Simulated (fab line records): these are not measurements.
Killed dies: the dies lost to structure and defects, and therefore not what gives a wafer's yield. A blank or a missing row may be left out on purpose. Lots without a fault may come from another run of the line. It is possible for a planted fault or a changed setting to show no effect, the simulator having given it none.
fab line records || flow sky130
[record] {"lots": 7, "wafers": 21, "lastDay": 49}
route steps=708 shown LDD_LDN@302 SPACER@304 POLY_CUT@307
lots that met no fault: taken from a fault-free run of the same line
startH: hours from the record's first day to the start of the lot's first wafer shown || waitH: time in hours since the lot's previous step || " as in the row above || L1.1+2: several wafers, shown together as one row || - no value present, or no start provided || * or withheld: withheld || < > ~ a bound
route shown NAME@n: a module of which the file shows steps, and the number in the route of the first || usual: mean/standard deviation taken from wafers without a fault || same: alike in all rows || chamber/n: place in a boat || sites: per-site readings || _std_site: their standard deviation || _edge_site: the outer-site mean with the inner-site mean subtracted || radiusMm: for every site, how far away it sits from the centre of the wafer || mask NAME#n: copy n || behind: the last tool/chamber to shape the wafer || hold: the reason the lot was held/the length of the hold in hours/how it ended || device: the n, p or np transistor that did not switch || end of line: the tests these same wafers got at the end of their route || a step with no rows: only its recipe || killed: not the wafer's yield, but the dies lost to structure and defects at the first sort || map: shows each die of a wafer: x if killed, . if not, _ if none is there
set.NAME: the run value of the setting; set.NAME@STEP: its run value at that earlier step || model.NAME: the simulator's own value behind a step, which no gauge read
lots seen at some steps along the route; tables by step, rows by wafer
services: from which hour (startH, from the record's first day; less than 0 if before it) a tool's chamber was out of use, for how many hours, and why
[[steps]]
[step SKY_LDD_LDN_TW_MEAS_13]
[usual] {"LDD_LDN_TW": "1477/7"}
{"lot.wafer": "L293.1", "tool": "filmMetro-03", "chamber": "-", "startH": 554.65, "waitH": 0.1, "LDD_LDN_TW": 1477}
{"lot.wafer": "L293.2", "tool": "filmMetro-03", "chamber": "-", "startH": 554.65, "waitH": 0.1, "LDD_LDN_TW": 1473}
{"lot.wafer": "L293.3", "tool": "filmMetro-03", "chamber": "-", "startH": 554.65, "waitH": 0.1, "LDD_LDN_TW": 1484}
{"lot.wafer": "L294.4", "tool": "filmMetro-03", "chamber": "-", "startH": 564.33, "waitH": 0.1, "LDD_LDN_TW": 1478}
{"lot.wafer": "L294.5", "tool": "filmMetro-03", "chamber": "-", "startH": 564.33, "waitH": 0.1, "LDD_LDN_TW": 1474}
{"lot.wafer": "L294.6", "tool": "filmMetro-03", "chamber": "-", "startH": 564.33, "waitH": 0.1, "LDD_LDN_TW": 1485}
{"lot.wafer": "L295.1", "tool": "filmMetro-01", "chamber": "-", "startH": 570.80, "waitH": 0.1, "LDD_LDN_TW": 1482}
{"lot.wafer": "L295.2", "tool": "filmMetro-01", "chamber": "-", "startH": 570.80, "waitH": 0.1, "LDD_LDN_TW": 1472}
{"lot.wafer": "L295.3", "tool": "filmMetro-01", "chamber": "-", "startH": 570.80, "waitH": 0.1, "LDD_LDN_TW": 1482}
{"lot.wafer": "L304.4", "tool": "filmMetro-04", "chamber": "-", "startH": 645.74, "waitH": 0.1, "LDD_LDN_TW": 1469}
{"lot.wafer": "L304.5", "tool": "filmMetro-04", "chamber": "-", "startH": 645.74, "waitH": 0.1, "LDD_LDN_TW": 1471}
{"lot.wafer": "L304.6", "tool": "filmMetro-04", "chamber": "-", "startH": 645.74, "waitH": 0.1, "LDD_LDN_TW": 1472}
{"lot.wafer": "L305.2", "tool": "filmMetro-04", "chamber": "-", "startH": 650.89, "waitH": 0.1, "LDD_LDN_TW": 1487}
{"lot.wafer": "L305.3", "tool": "filmMetro-04", "chamber": "-", "startH": 650.89, "waitH": 0.1, "LDD_LDN_TW": 1482}
{"lot.wafer": "L305.4", "tool": "filmMetro-04", "chamber": "-", "startH": 650.89, "waitH": 0.1, "LDD_LDN_TW": 1486}
{"lot.wafer": "L307.2", "tool": "filmMetro-01", "chamber": "-", "startH": 674.81, "waitH": 0.1, "LDD_LDN_TW": 1463}
{"lot.wafer": "L307.3", "tool": "filmMetro-01", "chamber": "-", "startH": 674.81, "waitH": 0.1, "LDD_LDN_TW": 1456}
{"lot.wafer": "L307.5", "tool": "filmMetro-01", "chamber": "-", "startH": 674.81, "waitH": 0.1, "LDD_LDN_TW": 1460}
{"lot.wafer": "L309.4", "tool": "filmMetro-01", "chamber": "-", "startH": 682.49, "waitH": 0.1, "LDD_LDN_TW": 1473}
{"lot.wafer": "L309.5", "tool": "filmMetro-01", "chamber": "-", "startH": 682.49, "waitH": 0.1, "LDD_LDN_TW": 1467}
{"lot.wafer": "L309.6", "tool": "filmMetro-01", "chamber": "-", "startH": 682.49, "waitH": 0.1, "LDD_LDN_TW": 1465}
[step SKY_LDD_LDN_CLEAN_14]
[recipe] {"chemistry": "SC1/SC2", "mix": "1:4:20", "tempC": 70, "timeS": 150, "dry": "n2Spin"}
[step SKY_SPACER_CVD_00]
[recipe] {"material": "Si3N4", "precursor": "DCS/NH3", "targetThkNm": 43.1, "tempC": 770, "timeS": 740, "pressureMtorr": 250}
[step SKY_SPACER_THK_MEAS_01]
[recipe] {"reads": "Si3N4_of_SPACER_CVD_00"}
[usual] {"SPACER_CVD_00_THK": "43.1/0.38"}
{"lot.wafer": "L293.1", "tool": "filmMetro-04", "chamber": "-", "startH": 556.56, "waitH": 0.0, "SPACER_CVD_00_THK[nm]": 43.4}
{"lot.wafer": "L293.2", "tool": "filmMetro-04", "chamber": "-", "startH": 556.56, "waitH": 0.0, "SPACER_CVD_00_THK[nm]": 43.2}
{"lot.wafer": "L293.3", "tool": "filmMetro-04", "chamber": "-", "startH": 556.56, "waitH": 0.0, "SPACER_CVD_00_THK[nm]": 43.5}
{"lot.wafer": "L294.4", "tool": "filmMetro-02", "chamber": "-", "startH": 565.65, "waitH": 0.0, "SPACER_CVD_00_THK[nm]": 43.7}
{"lot.wafer": "L294.5", "tool": "filmMetro-02", "chamber": "-", "startH": 565.65, "waitH": 0.0, "SPACER_CVD_00_THK[nm]": 44.0}
{"lot.wafer": "L294.6", "tool": "filmMetro-02", "chamber": "-", "startH": 565.65, "waitH": 0.0, "SPACER_CVD_00_THK[nm]": 43.7}
{"lot.wafer": "L295.1", "tool": "filmMetro-03", "chamber": "-", "startH": 572.11, "waitH": 0.0, "SPACER_CVD_00_THK[nm]": 42.6}
{"lot.wafer": "L295.2", "tool": "filmMetro-03", "chamber": "-", "startH": 572.11, "waitH": 0.0, "SPACER_CVD_00_THK[nm]": 42.6}
{"lot.wafer": "L295.3", "tool": "filmMetro-03", "chamber": "-", "startH": 572.11, "waitH": 0.0, "SPACER_CVD_00_THK[nm]": 42.3}
{"lot.wafer": "L304.4", "tool": "filmMetro-02", "chamber": "-", "startH": 647.91, "waitH": 0.0, "SPACER_CVD_00_THK[nm]": 42.4}
{"lot.wafer": "L304.5", "tool": "filmMetro-02", "chamber": "-", "startH": 647.91, "waitH": 0.0, "SPACER_CVD_00_THK[nm]": 43.0}
{"lot.wafer": "L304.6", "tool": "filmMetro-02", "chamber": "-", "startH": 647.91, "waitH": 0.0, "SPACER_CVD_00_THK[nm]": 43.1}
{"lot.wafer": "L305.2", "tool": "filmMetro-03", "chamber": "-", "startH": 652.21, "waitH": 0.0, "SPACER_CVD_00_THK[nm]": 43.0}
{"lot.wafer": "L305.3", "tool": "filmMetro-03", "chamber": "-", "startH": 652.21, "waitH": 0.0, "SPACER_CVD_00_THK[nm]": 42.6}
{"lot.wafer": "L305.4", "tool": "filmMetro-03", "chamber": "-", "startH": 652.21, "waitH": 0.0, "SPACER_CVD_00_THK[nm]": 42.6}
{"lot.wafer": "L307.2", "tool": "filmMetro-03", "chamber": "-", "startH": 676.49, "waitH": 0.0, "SPACER_CVD_00_THK[nm]": 43.0}
{"lot.wafer": "L307.3", "tool": "filmMetro-03", "chamber": "-", "startH": 676.49, "waitH": 0.0, "SPACER_CVD_00_THK[nm]": 43.2}
{"lot.wafer": "L307.5", "tool": "filmMetro-03", "chamber": "-", "startH": 676.49, "waitH": 0.0, "SPACER_CVD_00_THK[nm]": 43.0}
{"lot.wafer": "L309.4", "tool": "filmMetro-04", "chamber": "-", "startH": 685.16, "waitH": 0.0, "SPACER_CVD_00_THK[nm]": 43.1}
{"lot.wafer": "L309.5", "tool": "filmMetro-04", "chamber": "-", "startH": 685.16, "waitH": 0.0, "SPACER_CVD_00_THK[nm]": 42.8}
{"lot.wafer": "L309.6", "tool": "filmMetro-04", "chamber": "-", "startH": 685.16, "waitH": 0.0, "SPACER_CVD_00_THK[nm]": 43.0}
[step SKY_SPACER_ETCHBACK_02]
[recipe] {"chemistry": "CH3F/O2", "target": "Si3N4", "stopOn": "SiO2", "sourceW": 400, "biasW": 80, "pressureMtorr": 25, "ch3fFlowSccm": 40, "O2_flow_sccm": 30, "timeS": 46.7, "targetDepthA": 450}
[usual] {"drypumpMotorCurrentA": "5.9/0.56", "oesProductAu": "0.854/0.0062", "throttleValvePct": "10.563/0.0084"}
{"lot.wafer": "L293.1", "tool": "rieDiel-01", "chamber": 2, "startH": 556.62, "waitH": 0.1, "drypumpMotorCurrentA": 5.1, "oesProductAu": 0.856, "rfHoursCounterH": 3, "throttleValvePct": 10.557}
{"lot.wafer": "L293.2", "tool": "rieDiel-01", "chamber": 3, "startH": 556.62, "waitH": 0.1, "drypumpMotorCurrentA": 4.8, "oesProductAu": 0.856, "rfHoursCounterH": 50, "throttleValvePct": 10.567}
{"lot.wafer": "L293.3", "tool": "rieDiel-01", "chamber": 0, "startH": 556.62, "waitH": 0.1, "drypumpMotorCurrentA": 5.8, "oesProductAu": 0.859, "rfHoursCounterH": 71, "throttleValvePct": 10.555}
{"lot.wafer": "L294.4", "tool": "rieDiel-01", "chamber": 3, "startH": 565.70, "waitH": 0.0, "drypumpMotorCurrentA": 4.8, "oesProductAu": 0.856, "rfHoursCounterH": "-", "throttleValvePct": 10.567}
{"lot.wafer": "L294.5", "tool": "rieDiel-01", "chamber": 2, "startH": 565.70, "waitH": 0.0, "drypumpMotorCurrentA": 5.1, "oesProductAu": 0.862, "rfHoursCounterH": "-", "throttleValvePct": 10.555}
{"lot.wafer": "L294.6", "tool": "rieDiel-01", "chamber": 0, "startH": 565.70, "waitH": 0.0, "drypumpMotorCurrentA": 5.8, "oesProductAu": 0.851, "rfHoursCounterH": "-", "throttleValvePct": 10.581}
{"lot.wafer": "L295.1", "tool": "rieDiel-01", "chamber": 3, "startH": 572.17, "waitH": 0.1, "drypumpMotorCurrentA": 4.8, "oesProductAu": 0.847, "rfHoursCounterH": 50, "throttleValvePct": 10.562}
{"lot.wafer": "L295.2", "tool": "rieDiel-01", "chamber": 2, "startH": 572.17, "waitH": 0.1, "drypumpMotorCurrentA": 5.1, "oesProductAu": 0.849, "rfHoursCounterH": 3, "throttleValvePct": 10.560}
{"lot.wafer": "L295.3", "tool": "rieDiel-01", "chamber": 0, "startH": 572.17, "waitH": 0.1, "drypumpMotorCurrentA": 5.8, "oesProductAu": 0.847, "rfHoursCounterH": 71, "throttleValvePct": 10.564}
{"lot.wafer": "L304.4", "tool": "rieDiel-04", "chamber": 2, "startH": 647.96, "waitH": 0.0, "drypumpMotorCurrentA": 6.4, "oesProductAu": 0.841, "rfHoursCounterH": "-", "throttleValvePct": 10.566}
{"lot.wafer": "L304.5", "tool": "rieDiel-04", "chamber": 1, "startH": 647.96, "waitH": 0.0, "drypumpMotorCurrentA": 6.3, "oesProductAu": 0.848, "rfHoursCounterH": "-", "throttleValvePct": 10.579}
{"lot.wafer": "L304.6", "tool": "rieDiel-04", "chamber": 2, "startH": 647.96, "waitH": 0.0, "drypumpMotorCurrentA": 6.4, "oesProductAu": 0.850, "rfHoursCounterH": "-", "throttleValvePct": 10.559}
{"lot.wafer": "L305.2", "tool": "rieDiel-04", "chamber": 2, "startH": 652.26, "waitH": 0.0, "drypumpMotorCurrentA": 6.4, "oesProductAu": 0.846, "rfHoursCounterH": 11, "throttleValvePct": 10.565}
{"lot.wafer": "L305.3", "tool": "rieDiel-04", "chamber": 2, "startH": 652.26, "waitH": 0.0, "drypumpMotorCurrentA": 6.4, "oesProductAu": 0.851, "rfHoursCounterH": "-", "throttleValvePct": 10.572}
{"lot.wafer": "L305.4", "tool": "rieDiel-04", "chamber": 1, "startH": 652.26, "waitH": 0.0, "drypumpMotorCurrentA": 6.3, "oesProductAu": 0.843, "rfHoursCounterH": "-", "throttleValvePct": 10.562}
{"lot.wafer": "L307.2", "tool": "rieDiel-03", "chamber": 2, "startH": 676.54, "waitH": 0.0, "drypumpMotorCurrentA": 5.7, "oesProductAu": 0.850, "rfHoursCounterH": 8, "throttleValvePct": 10.561}
{"lot.wafer": "L307.3", "tool": "rieDiel-03", "chamber": 1, "startH": 676.54, "waitH": 0.0, "drypumpMotorCurrentA": 6.0, "oesProductAu": 0.859, "rfHoursCounterH": 8, "throttleValvePct": 10.578}
{"lot.wafer": "L307.5", "tool": "rieDiel-03", "chamber": 1, "startH": 676.54, "waitH": 0.0, "drypumpMotorCurrentA": 6.0, "oesProductAu": 0.859, "rfHoursCounterH": "-", "throttleValvePct": 10.559}
{"lot.wafer": "L309.4", "tool": "rieDiel-04", "chamber": 1, "startH": 685.19, "waitH": 0.0, "drypumpMotorCurrentA": 6.3, "oesProductAu": 0.852, "rfHoursCounterH": 11, "throttleValvePct": 10.559}
{"lot.wafer": "L309.5", "tool": "rieDiel-04", "chamber": 2, "startH": 685.19, "waitH": 0.0, "drypumpMotorCurrentA": 6.4, "oesProductAu": 0.861, "rfHoursCounterH": "-", "throttleValvePct": 10.541}
{"lot.wafer": "L309.6", "tool": "rieDiel-04", "chamber": 3, "startH": 685.19, "waitH": 0.0, "drypumpMotorCurrentA": 6.3, "oesProductAu": 0.848, "rfHoursCounterH": "-", "throttleValvePct": 10.566}
[step SKY_POLY_CUT_DEHYDRATE_00]
[recipe] {"tempC": 200, "timeS": 60}
[step SKY_POLY_CUT_HMDS_01]
[recipe] {"primeTimeS": 60, "primeTempC": 120}
[step SKY_POLY_CUT_COAT_02]
[recipe] {"resist": "BARC", "tempC": "withheld", "timeS": "withheld", "spinRpm": 3000, "resistThkNm": 60}
[step SKY_POLY_CUT_COAT_03]
[recipe] {"resist": "KrF-thick", "spinRpm": 3000, "resistThkNm": 450}
[step SKY_POLY_CUT_SOFTBAKE_04]
[recipe] {"tempC": 100, "timeS": 90, "resist": "KrF-thick"}
[step SKY_POLY_CUT_EXPOSE_05]
[recipe] {"maskId": "NPCM", "na": 0.8, "sourceShape": "annular", "sigmaInner": 0.55, "sigmaOuter": 0.85, "targetCdNm": 270, "doseMj": 32}
[step SKY_POLY_CUT_PEB_06]
[recipe] {"pebTempC": "withheld", "pebTimeS": "withheld", "resist": "KrF-thick"}
[step SKY_POLY_CUT_DEVELOP_07]
[recipe] {"developTimeS": 60, "resist": "KrF-thick", "devTempC": 21}
[usual] {"chillPlateTempC": "23.00/0.11", "developTimeS": "60/0"}
{"lot.wafer": "L293.1", "tool": "lithoTrack-03", "chamber": "-", "startH": 585, "waitH": "-", "chillPlateTempC": "-", "developTimeS": "-", "model.KrF-thick_of_POLY_CUT_COAT_03.thkNm": 450.2}
{"lot.wafer": "L293.2", "tool": "lithoTrack-03", "chamber": "-", "startH": 585, "waitH": "-", "chillPlateTempC": "-", "developTimeS": "-", "model.KrF-thick_of_POLY_CUT_COAT_03.thkNm": 450.2}
{"lot.wafer": "L293.3", "tool": "lithoTrack-03", "chamber": "-", "startH": 585, "waitH": "-", "chillPlateTempC": "-", "developTimeS": "-", "model.KrF-thick_of_POLY_CUT_COAT_03.thkNm": 449.8}
{"lot.wafer": "L294.4", "tool": "lithoTrack-02", "chamber": "-", "startH": 595, "waitH": "-", "chillPlateTempC": "-", "developTimeS": "-", "model.KrF-thick_of_POLY_CUT_COAT_03.thkNm": 451.6}
{"lot.wafer": "L294.5", "tool": "lithoTrack-02", "chamber": "-", "startH": 595, "waitH": "-", "chillPlateTempC": "-", "developTimeS": "-", "model.KrF-thick_of_POLY_CUT_COAT_03.thkNm": 451.1}
{"lot.wafer": "L294.6", "tool": "lithoTrack-02", "chamber": "-", "startH": 595, "waitH": "-", "chillPlateTempC": "-", "developTimeS": "-", "model.KrF-thick_of_POLY_CUT_COAT_03.thkNm": 450.6}
{"lot.wafer": "L295.1", "tool": "lithoTrack-03", "chamber": "-", "startH": 601, "waitH": "-", "chillPlateTempC": "-", "developTimeS": "-", "model.KrF-thick_of_POLY_CUT_COAT_03.thkNm": 449.5}
{"lot.wafer": "L295.2", "tool": "lithoTrack-03", "chamber": "-", "startH": 601, "waitH": "-", "chillPlateTempC": "-", "developTimeS": "-", "model.KrF-thick_of_POLY_CUT_COAT_03.thkNm": 448.3}
{"lot.wafer": "L295.3", "tool": "lithoTrack-03", "chamber": "-", "startH": 601, "waitH": "-", "chillPlateTempC": "-", "developTimeS": "-", "model.KrF-thick_of_POLY_CUT_COAT_03.thkNm": 449.9}
{"lot.wafer": "L304.4", "tool": "lithoTrack-04", "chamber": 0, "startH": 675, "waitH": "-", "chillPlateTempC": 22.98, "developTimeS": 60, "model.KrF-thick_of_POLY_CUT_COAT_03.thkNm": 437.8}
{"lot.wafer": "L304.5", "tool": "lithoTrack-04", "chamber": 0, "startH": 675, "waitH": "-", "chillPlateTempC": 23.13, "developTimeS": 60, "model.KrF-thick_of_POLY_CUT_COAT_03.thkNm": 437.5}
{"lot.wafer": "L304.6", "tool": "lithoTrack-04", "chamber": 0, "startH": 675, "waitH": "-", "chillPlateTempC": 23.04, "developTimeS": 60, "model.KrF-thick_of_POLY_CUT_COAT_03.thkNm": 436.1}
{"lot.wafer": "L305.2", "tool": "lithoTrack-02", "chamber": 0, "startH": 680, "waitH": "-", "chillPlateTempC": 23.14, "developTimeS": 60, "model.KrF-thick_of_POLY_CUT_COAT_03.thkNm": 437.8}
{"lot.wafer": "L305.3", "tool": "lithoTrack-02", "chamber": 0, "startH": 680, "waitH": "-", "chillPlateTempC": 23.08, "developTimeS": 60, "model.KrF-thick_of_POLY_CUT_COAT_03.thkNm": 439.6}
{"lot.wafer": "L305.4", "tool": "lithoTrack-02", "chamber": 0, "startH": 681, "waitH": "-", "chillPlateTempC": 23.08, "developTimeS": 60, "model.KrF-thick_of_POLY_CUT_COAT_03.thkNm": 438.2}
{"lot.wafer": "L307.2", "tool": "lithoTrack-04", "chamber": 0, "startH": 704, "waitH": "-", "chillPlateTempC": 22.81, "developTimeS": 60, "model.KrF-thick_of_POLY_CUT_COAT_03.thkNm": 435.8}
{"lot.wafer": "L307.3", "tool": "lithoTrack-04", "chamber": 0, "startH": 704, "waitH": "-", "chillPlateTempC": 22.91, "developTimeS": 60, "model.KrF-thick_of_POLY_CUT_COAT_03.thkNm": 436.6}
{"lot.wafer": "L307.5", "tool": "lithoTrack-04", "chamber": 0, "startH": 704, "waitH": "-", "chillPlateTempC": 22.74, "developTimeS": 60, "model.KrF-thick_of_POLY_CUT_COAT_03.thkNm": 434.7}
{"lot.wafer": "L309.4", "tool": "lithoTrack-02", "chamber": 0, "startH": 712, "waitH": "-", "chillPlateTempC": 23.00, "developTimeS": 60, "model.KrF-thick_of_POLY_CUT_COAT_03.thkNm": 437.1}
{"lot.wafer": "L309.5", "tool": "lithoTrack-02", "chamber": 0, "startH": 712, "waitH": "-", "chillPlateTempC": 23.09, "developTimeS": 60, "model.KrF-thick_of_POLY_CUT_COAT_03.thkNm": 435.8}
{"lot.wafer": "L309.6", "tool": "lithoTrack-02", "chamber": 0, "startH": 713, "waitH": "-", "chillPlateTempC": 22.92, "developTimeS": 60, "model.KrF-thick_of_POLY_CUT_COAT_03.thkNm": 436.6}
[step SKY_POLY_CUT_CD_MEAS_08]
[recipe] {"targetCdNm": 270}
[usual] {"cdNm": "270.0/1.3"}
{"lot.wafer": "L293.1", "tool": "cdSem-02", "chamber": "-", "startH": 586.03, "waitH": "-", "cdNm": "-"}
{"lot.wafer": "L293.2", "tool": "cdSem-02", "chamber": "-", "startH": 586.03, "waitH": "-", "cdNm": "-"}
{"lot.wafer": "L293.3", "tool": "cdSem-02", "chamber": "-", "startH": 586.03, "waitH": "-", "cdNm": "-"}
{"lot.wafer": "L294.4", "tool": "cdSem-02", "chamber": "-", "startH": 595.20, "waitH": "-", "cdNm": "-"}
{"lot.wafer": "L294.5", "tool": "cdSem-02", "chamber": "-", "startH": 595.20, "waitH": "-", "cdNm": "-"}
{"lot.wafer": "L294.6", "tool": "cdSem-02", "chamber": "-", "startH": 595.20, "waitH": "-", "cdNm": "-"}
{"lot.wafer": "L295.1", "tool": "cdSem-02", "chamber": "-", "startH": 601.18, "waitH": "-", "cdNm": "-"}
{"lot.wafer": "L295.2", "tool": "cdSem-02", "chamber": "-", "startH": 601.18, "waitH": "-", "cdNm": "-"}
{"lot.wafer": "L295.3", "tool": "cdSem-02", "chamber": "-", "startH": 601.18, "waitH": "-", "cdNm": "-"}
{"lot.wafer": "L304.4", "tool": "cdSem-01", "chamber": "-", "startH": 675.90, "waitH": "-", "cdNm": 270.7}
{"lot.wafer": "L304.5", "tool": "cdSem-01", "chamber": "-", "startH": 675.90, "waitH": "-", "cdNm": 269.6}
{"lot.wafer": "L304.6", "tool": "cdSem-01", "chamber": "-", "startH": 675.90, "waitH": "-", "cdNm": 271.9}
{"lot.wafer": "L305.2", "tool": "cdSem-02", "chamber": "-", "startH": 681.11, "waitH": "-", "cdNm": 269.9}
{"lot.wafer": "L305.3", "tool": "cdSem-02", "chamber": "-", "startH": 681.11, "waitH": "-", "cdNm": 269.7}
{"lot.wafer": "L305.4", "tool": "cdSem-02", "chamber": "-", "startH": 681.11, "waitH": "-", "cdNm": 270.7}
{"lot.wafer": "L307.2", "tool": "cdSem-02", "chamber": "-", "startH": 704.41, "waitH": "-", "cdNm": 272.0}
{"lot.wafer": "L307.3", "tool": "cdSem-02", "chamber": "-", "startH": 704.41, "waitH": "-", "cdNm": 269.0}
{"lot.wafer": "L307.5", "tool": "cdSem-02", "chamber": "-", "startH": 704.41, "waitH": "-", "cdNm": 270.8}
{"lot.wafer": "L309.4", "tool": "cdSem-02", "chamber": "-", "startH": 713.10, "waitH": "-", "cdNm": 270.6}
{"lot.wafer": "L309.5", "tool": "cdSem-02", "chamber": "-", "startH": 713.10, "waitH": "-", "cdNm": 270.9}
{"lot.wafer": "L309.6", "tool": "cdSem-02", "chamber": "-", "startH": 713.10, "waitH": "-", "cdNm": 271.4}
[[services]]
{"tool": "rieDiel-04", "chamber": 1, "startH": 541.87, "hours": 9.1, "kind": "repair"}
{"tool": "rieDiel-01", "chamber": 1, "startH": 547.00, "hours": "-", "kind": "clean"}
{"tool": "rieDiel-01", "chamber": 1, "startH": 547.00, "hours": 25.5, "kind": "scheduledDown"}
{"tool": "rieDiel-01", "chamber": 1, "startH": 547.00, "hours": 25.5, "kind": "ventCycle"}
{"tool": "rieDiel-01", "chamber": "-", "startH": 562.60, "hours": 2.8, "kind": "pm"}
{"tool": "rieDiel-01", "chamber": "-", "startH": 566.10, "hours": 1.1, "kind": "repair"}
{"tool": "rieDiel-04", "chamber": 1, "startH": 570.94, "hours": 2.2, "kind": "repair"}
{"tool": "rieDiel-03", "chamber": 2, "startH": 584.47, "hours": 1.3, "kind": "repair"}
{"tool": "rieDiel-01", "chamber": 0, "startH": 588.38, "hours": "-", "kind": "clean"}
{"tool": "rieDiel-01", "chamber": 0, "startH": 588.38, "hours": 12.9, "kind": "scheduledDown"}
{"tool": "rieDiel-01", "chamber": 0, "startH": 588.38, "hours": 12.9, "kind": "ventCycle"}
{"tool": "rieDiel-03", "chamber": 0, "startH": 594.51, "hours": 15.4, "kind": "repair"}
{"tool": "rieDiel-04", "chamber": 1, "startH": 599.32, "hours": 7.9, "kind": "repair"}
{"tool": "rieDiel-04", "chamber": 3, "startH": 631.58, "hours": 29.8, "kind": "repair"}
{"tool": "rieDiel-03", "chamber": 2, "startH": 634.46, "hours": 2.5, "kind": "repair"}
{"tool": "rieDiel-04", "chamber": 0, "startH": 641.52, "hours": 21.9, "kind": "repair"}
{"tool": "rieDiel-03", "chamber": 0, "startH": 659.70, "hours": 19.9, "kind": "repair"}
{"tool": "rieDiel-01", "chamber": 3, "startH": 694.33, "hours": "-", "kind": "clean"}
{"tool": "rieDiel-01", "chamber": 3, "startH": 694.33, "hours": 33.1, "kind": "scheduledDown"}
{"tool": "rieDiel-01", "chamber": 3, "startH": 694.33, "hours": 33.1, "kind": "ventCycle"}
{"tool": "rieDiel-03", "chamber": 2, "startH": 709.95, "hours": 4.4, "kind": "repair"}
[[key]]
[firstSign] {"step": "SKY_POLY_CUT_DEVELOP_07", "reading": "toolRecord", "direction": "missing"}
effect none on later readings
[modelEffect] {"step": "SKY_POLY_CUT_DEVELOP_07", "value": "KrF-thick_of_POLY_CUT_COAT_03.thkNm", "without": 436.1, "struck": 450.1}
metAt SKY_POLY_CUT_DEVELOP_07
struckWafers L293.1,L293.2,L293.3,L294.4,L294.5,L294.6,L295.1,L295.2,L295.3
laterRowsLeftOut L293.1,L293.2,L293.3,L294.4,L294.5,L294.6,L295.1,L295.2,L295.3
sortLeftOut L293.1,L293.2,L293.3,L294.4,L294.5,L294.6,L295.1,L295.2,L295.3
testerLeftOut L293,L294,L295
[fault] {"kind": "skippedStepWhole", "tool": "lithoTrack-02,lithoTrack-03", "chamber": "-", "onsetH": 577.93, "steps": "SKY_POLY_CUT_DEVELOP_07", "scope": "struckLotsOnly"}
// testerLeftOut: of these lots the tester's yield and bins aren't shown, on N5 and GAA mostly nor the transistor test; their killed dies are dies lost to structure and defects alone, not to doping, threshold or leakage, so they don't give the yield
// sortLeftOut: the simulated sort isn't trusted on such a fault, so these wafers' sort isn't shown, and their yield isn't known
// laterRowsLeftOut: the simulator's readings of these wafers behind a module that went badly wrong aren't trusted and aren't shown, but for the sort
